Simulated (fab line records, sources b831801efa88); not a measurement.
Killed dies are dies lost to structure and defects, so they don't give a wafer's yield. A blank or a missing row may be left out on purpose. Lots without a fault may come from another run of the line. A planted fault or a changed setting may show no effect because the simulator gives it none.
Which tool did it? | flow gf180mcu | 24 lots, 72 wafers sampled, at 6 steps of a route of 602

WHAT THE GAUGES READ, wafer by wafer
GF_STI_THK_MEAS_22.
lot  | measured    | on            | STI_OXIDATION_01_THK (nm)
L074 | day 2 03:25 | film_metro-01 | 15.7 15.6 15.6
L075 | day 2 09:08 | film_metro-01 | 14.9 14.9 15.1
L076 | day 2 13:56 | film_metro-01 | 14.9 14.9 15.0
L077 | day 2 19:10 | film_metro-02 | 15.1 14.9 14.8
L078 | day 3 00:28 | film_metro-03 | 14.9 14.4 14.7
L079 | day 3 05:46 | film_metro-03 | 15.2 15.1 15.1
L080 | day 3 09:56 | film_metro-02 | 15.3 15.4 15.5
L081 | day 3 16:09 | film_metro-03 | 15.1 15.0 14.9
L082 | day 3 22:12 | film_metro-02 | 14.8 15.1 14.9
L083 | day 4 02:16 | film_metro-03 | 14.7 14.6 14.5
L084 | day 4 06:33 | film_metro-02 | 14.8 15.1 15.1
L085 | day 4 12:06 | film_metro-03 | 14.4 14.5 14.7
L086 | day 4 17:01 | film_metro-01 | 14.7 14.9 14.6
L087 | day 4 21:53 | film_metro-01 | 15.4 15.6 15.5
L088 | day 5 04:05 | film_metro-03 | 14.8 14.9 15.0
L089 | day 5 10:44 | film_metro-02 | 14.9 14.7 14.8
L090 | day 5 14:26 | film_metro-01 | 15.0 14.8 15.1
L091 | day 5 19:31 | film_metro-03 | 14.6 15.0 14.6
L092 | day 6 02:52 | film_metro-01 | 14.9 14.9 14.6
L093 | day 6 05:45 | film_metro-01 | 15.0 14.7 14.6
L094 | day 6 11:46 | film_metro-01 | 15.2 15.1 15.4
L095 | day 6 16:55 | film_metro-01 | 15.2 14.8 14.6
L096 | day 6 20:59 | film_metro-01 | 14.9 14.6 14.8
L097 | day 7 01:33 | film_metro-03 | 14.6 14.6 14.5

GF_M4_CD_MEAS_14: target cd 280 nm.
lot  | measured     | on        | cd_nm (nm)
L074 | day 23 11:27 | cd_sem-02 | 279.5 280.8 279.9
L075 | day 23 17:11 | cd_sem-01 | 280.5 281.9 281.2
L076 | day 24 03:32 | cd_sem-02 | 279.2 279.2 280.2
L077 | day 24 08:26 | cd_sem-01 | 280.6 280.6 281.6
L078 | day 25 00:50 | cd_sem-01 | 278.6 279.0 279.0
L079 | day 25 01:11 | cd_sem-02 | 281.0 280.1 279.9
L080 | day 25 10:47 | cd_sem-02 | 279.8 280.6 281.1
L081 | day 25 22:17 | cd_sem-01 | 280.1 279.9 280.5
L082 | day 26 04:03 | cd_sem-01 | 279.7 280.0 280.2
L083 | day 26 10:38 | cd_sem-02 | 282.1 281.3 282.6
L084 | day 26 17:53 | cd_sem-01 | 280.2 280.7 280.3
L085 | day 27 01:52 | cd_sem-01 | 279.9 279.2 280.6
L086 | day 27 11:32 | cd_sem-01 | 280.7 280.1 281.2
L087 | day 27 16:05 | cd_sem-01 | 278.8 278.8 279.1
L088 | day 27 23:23 | cd_sem-02 | 280.2 280.4 280.1
L089 | day 28 20:20 | cd_sem-02 | 281.0 280.9 281.6
L090 | day 28 22:44 | cd_sem-02 | 279.6 279.6 278.1
L091 | day 29 09:56 | cd_sem-01 | 279.6 279.6 280.3
L092 | day 29 11:57 | cd_sem-01 | 278.8 278.8 278.2
L093 | day 29 22:30 | cd_sem-02 | 278.0 276.6 278.1
L094 | day 30 00:58 | cd_sem-01 | 281.4 281.5 281.9
L095 | day 30 06:56 | cd_sem-02 | 280.3 279.6 279.2
L096 | day 30 11:11 | cd_sem-02 | 279.4 279.7 280.1
L097 | day 30 19:02 | cd_sem-01 | 279.9 280.5 279.6

GF_V5_RS_MEAS_24: measures by four-point-probe.
lot  | measured     | on            | V5_W_RS (ohm/sq)
L074 | day 27 06:18 | film_metro-02 | 0.324 0.322 0.326
L075 | day 27 12:41 | film_metro-02 | 0.329 0.325 0.333
L076 | day 27 21:11 | film_metro-01 | 0.328 0.321 0.321
L077 | day 28 00:53 | film_metro-01 | 0.330 0.333 0.325
L078 | day 28 16:43 | film_metro-02 | 0.325 0.331 0.336
L079 | day 28 17:46 | film_metro-02 | 0.331 0.327 0.329
L080 | day 29 00:45 | film_metro-03 | 0.330 0.328 0.330
L081 | day 29 14:42 | film_metro-01 | 0.324 0.326 0.327
L082 | day 29 17:40 | film_metro-03 | 0.332 0.326 0.335
L083 | day 29 22:35 | film_metro-03 | 0.327 0.328 0.332
L084 | day 30 05:38 | film_metro-02 | 0.323 0.327 0.322
L085 | day 30 13:26 | film_metro-03 | 0.329 0.330 0.326
L086 | day 31 02:42 | film_metro-01 | 0.327 0.322 0.327
L087 | day 31 02:50 | film_metro-02 | 0.322 0.322 0.328
L088 | day 31 07:02 | film_metro-03 | 0.330 0.329 0.329
L089 | day 32 03:18 | film_metro-02 | 0.328 0.324 0.325
L090 | day 32 05:08 | film_metro-03 | 0.331 0.328 0.330
L091 | day 32 15:00 | film_metro-03 | 0.324 0.329 0.324
L092 | day 32 17:22 | film_metro-01 | 0.328 0.329 0.329
L093 | day 33 01:32 | film_metro-01 | 0.325 0.325 0.328
L094 | day 33 03:19 | film_metro-01 | 0.326 0.323 0.324
L095 | day 33 09:30 | film_metro-02 | 0.330 0.329 0.329
L096 | day 33 12:34 | film_metro-01 | 0.330 0.330 0.336
L097 | day 33 19:24 | film_metro-02 | 0.326 0.325 0.322

GF_TOP_METAL_RS_MEAS_05: measures by four-point-probe.
lot  | measured     | on            | TOP_METAL_ALCU_RS (ohm/sq)
L074 | day 27 07:00 | film_metro-02 | 0.0335 0.0329 0.0332
L075 | day 27 13:23 | film_metro-04 | 0.0330 0.0333 0.0332
L076 | day 27 21:53 | film_metro-02 | 0.0324 0.0326 0.0321
L077 | day 28 01:35 | film_metro-02 | 0.0330 0.0329 0.0333
L078 | day 28 18:17 | film_metro-02 | 0.0330 0.0332 0.0328
L079 | day 28 19:11 | film_metro-04 | 0.0328 0.0327 0.0327
L080 | day 29 01:28 | film_metro-01 | 0.0326 0.0324 0.0327
L081 | day 29 15:24 | film_metro-02 | 0.0335 0.0327 0.0332
L082 | day 29 18:22 | film_metro-01 | 0.0327 0.0327 0.0328
L083 | day 29 23:17 | film_metro-02 | 0.0337 0.0329 0.0331
L084 | day 30 06:22 | film_metro-04 | 0.0330 0.0327 0.0333
L085 | day 30 14:08 | film_metro-04 | 0.0329 0.0330 0.0326
L086 | day 31 03:24 | film_metro-04 | 0.0338 0.0332 0.0336
L087 | day 31 03:32 | film_metro-01 | 0.0329 0.0324 0.0327
L088 | day 31 07:44 | film_metro-02 | 0.0329 0.0328 0.0327
L089 | day 32 04:01 | film_metro-02 | 0.0329 0.0323 0.0331
L090 | day 32 05:50 | film_metro-02 | 0.0323 0.0323 0.0324
L091 | day 32 15:42 | film_metro-04 | 0.0336 0.0332 0.0339
L092 | day 32 18:04 | film_metro-01 | 0.0332 0.0331 0.0329
L093 | day 33 02:14 | film_metro-02 | 0.0327 0.0327 0.0327
L094 | day 33 04:01 | film_metro-02 | 0.0324 0.0330 0.0324
L095 | day 33 10:12 | film_metro-02 | 0.0331 0.0326 0.0325
L096 | day 33 13:16 | film_metro-01 | 0.0329 0.0327 0.0334
L097 | day 33 20:06 | film_metro-01 | 0.0340 0.0335 0.0332

WHICH TOOL RAN EACH LOT (tool, then ch and the chambers of the sampled wafers, then the start)
lot  | GF_V2_STRIP_18                       | GF_V5_CVD_02
L074 | plasma_asher-03 ch 1, day 20 07:11   | pecvd-01 ch 1, day 26 08:10
L075 | plasma_asher-01 ch 0,1, day 20 15:07 | pecvd-01 ch 1,2, day 26 14:41
L076 | plasma_asher-01 ch 0,1, day 21 01:32 | pecvd-03 ch 0,1, day 26 23:35
L077 | plasma_asher-01 ch 0,1, day 21 06:17 | pecvd-03 ch 0,1,2, day 27 03:26
L078 | plasma_asher-04 ch 0,1, day 22 01:32 | pecvd-03 ch 0,1, day 27 19:41
L079 | plasma_asher-04 ch 0,1, day 22 02:11 | pecvd-04 ch 1,2, day 27 20:21
L080 | plasma_asher-01 ch 0,1, day 22 12:55 | pecvd-01 ch 0,1, day 28 03:45
L081 | plasma_asher-04 ch 0,1, day 22 23:47 | pecvd-04 ch 0,1,2, day 28 17:25
L082 | plasma_asher-03 ch 0,1, day 23 05:57 | pecvd-04 ch 0,1,2, day 28 20:10
L083 | plasma_asher-01 ch 0,1, day 23 13:28 | pecvd-04 ch 0,1,2, day 29 01:50
L084 | plasma_asher-03 ch 0,1, day 23 20:53 | pecvd-01 ch 0,1,2, day 29 09:33
L085 | plasma_asher-03 ch 1, day 24 05:54   | pecvd-01 ch 0,2, day 29 16:54
L086 | plasma_asher-01 ch 0,1, day 24 16:03 | pecvd-01 ch 0,1,2, day 30 06:17
L087 | plasma_asher-01 ch 0,1, day 24 22:02 | pecvd-04 ch 0,1,2, day 30 06:29
L088 | plasma_asher-01 ch 0,1, day 25 06:32 | pecvd-03 ch 0,2, day 30 11:33
L089 | plasma_asher-01 ch 0,1, day 26 03:07 | pecvd-04 ch 0,1,2, day 31 08:51
L090 | plasma_asher-01 ch 0,1, day 26 05:29 | pecvd-03 ch 1,2, day 31 10:28
L091 | plasma_asher-04 ch 0,1, day 26 19:11 | pecvd-03 ch 0,1, day 31 20:46
L092 | plasma_asher-01 ch 0,1, day 26 19:39 | pecvd-04 ch 0,2, day 31 23:34
L093 | plasma_asher-03 ch 0,1, day 27 08:53 | pecvd-04 ch 0,1, day 32 08:10
L094 | plasma_asher-03 ch 0, day 27 11:12   | pecvd-01 ch 1,2, day 32 09:20
L095 | plasma_asher-04 ch 0,1, day 27 17:44 | pecvd-01 ch 0,1, day 32 16:11
L096 | plasma_asher-01 ch 0,1, day 27 21:31 | pecvd-04 ch 0,1, day 32 19:10
L097 | plasma_asher-04 ch 0,1, day 28 07:32 | pecvd-04 ch 0,1,2, day 33 02:11
- GF_V2_STRIP_18: strips in O2/N2.
- GF_V5_CVD_02: deposits SiO2 from TEOS, target thk 1450 nm, time 163.28 s.

WHAT THE TOOLS THEMSELVES READ (means of the sampled wafers that have a number; where no wafer has one, the mark that the record gives instead)
GF_V2_STRIP_18.
lot  | tool            | drypump_motor_current_A (A) | heater_power_w (W) | o2_flow_sccm (sccm) | oes_product_au (a.u.)
L074 | plasma_asher-03 | 6.3                         | 386                | 3002                | 0.597
L075 | plasma_asher-01 | 5.5                         | 336                | 3006                | 0.596
L076 | plasma_asher-01 | 5.7                         | 322                | 3007                | 0.594
L077 | plasma_asher-01 | 5.7                         | 313                | 3010                | 0.590
L078 | plasma_asher-04 | 6.1                         | 321                | 2995                | 0.594
L079 | plasma_asher-04 | 6.0                         | 336                | 3003                | 0.596
L080 | plasma_asher-01 | 5.5                         | 342                | 3010                | 0.593
L081 | plasma_asher-04 | 6.1                         | 323                | 3000                | 0.593
L082 | plasma_asher-03 | 6.2                         | 365                | 3000                | 0.588
L083 | plasma_asher-01 | 5.7                         | 323                | 2999                | 0.599
L084 | plasma_asher-03 | 5.9                         | 348                | 2998                | 0.593
L085 | plasma_asher-03 | 6.3                         | 385                | 2993                | 0.594
L086 | plasma_asher-01 | 5.7                         | 323                | 2996                | 0.594
L087 | plasma_asher-01 | 5.7                         | 320                | 2998                | 0.592
L088 | plasma_asher-01 | 5.5                         | 338                | 2994                | 0.595
L089 | plasma_asher-01 | 5.7                         | 322                | 3006                | 0.589
L090 | plasma_asher-01 | 5.6                         | 342                | 2994                | 0.592
L091 | plasma_asher-04 | 6.1                         | 325                | 2992                | 0.593
L092 | plasma_asher-01 | 5.5                         | 341                | 3003                | 0.592
L093 | plasma_asher-03 | 6.2                         | 366                | 2999                | 0.592
L094 | plasma_asher-03 | 5.7                         | 336                | 2994                | 0.587
L095 | plasma_asher-04 | 6.1                         | 328                | 3000                | 0.595
L096 | plasma_asher-01 | 5.6                         | 322                | 2998                | 0.599
L097 | plasma_asher-04 | 6.1                         | 327                | 2990                | 0.596

GF_V5_CVD_02.
lot  | tool     | heater_power_w (W)
L074 | pecvd-01 | 798
L075 | pecvd-01 | 721
L076 | pecvd-03 | 617
L077 | pecvd-03 | 633
L078 | pecvd-03 | 626
L079 | pecvd-04 | 583
L080 | pecvd-01 | 713
L081 | pecvd-04 | 543
L082 | pecvd-04 | 605
L083 | pecvd-04 | 623
L084 | pecvd-01 | 668
L085 | pecvd-01 | 590
L086 | pecvd-01 | 702
L087 | pecvd-04 | 614
L088 | pecvd-03 | 624
L089 | pecvd-04 | 633
L090 | pecvd-03 | 750
L091 | pecvd-03 | 643
L092 | pecvd-04 | 611
L093 | pecvd-04 | 544
L094 | pecvd-01 | 743
L095 | pecvd-01 | 757
L096 | pecvd-04 | 541
L097 | pecvd-04 | 599

THE ANSWER, worked out from the rows above alone
Rule: what is usual is taken from the lots themselves. Put in order of their means at a reading, lots are off if they are a third of the lots or fewer, leave a main group of 4 or more, and stand apart from it by a gap of 3 or more times the standard deviation of the main group's means; of several such gaps the widest counts. A main group whose means are all the same, to the digits that the tables above print for the reading, isn't used. A lot without any number at a reading at which 4 lots or more have one is off too. The other lots that the step has rows for count as sound. The gauges are gone through in route order, then the tools' own readings, and for those a lot's mean is taken as printed above. The first step at which some lot is off is used, and at that step the reading that is off furthest; a lot without a number counts as furthest.
No lot is off at any reading shown: from this, nothing can be told.

WHAT THE SIMULATOR HAD PUT IN
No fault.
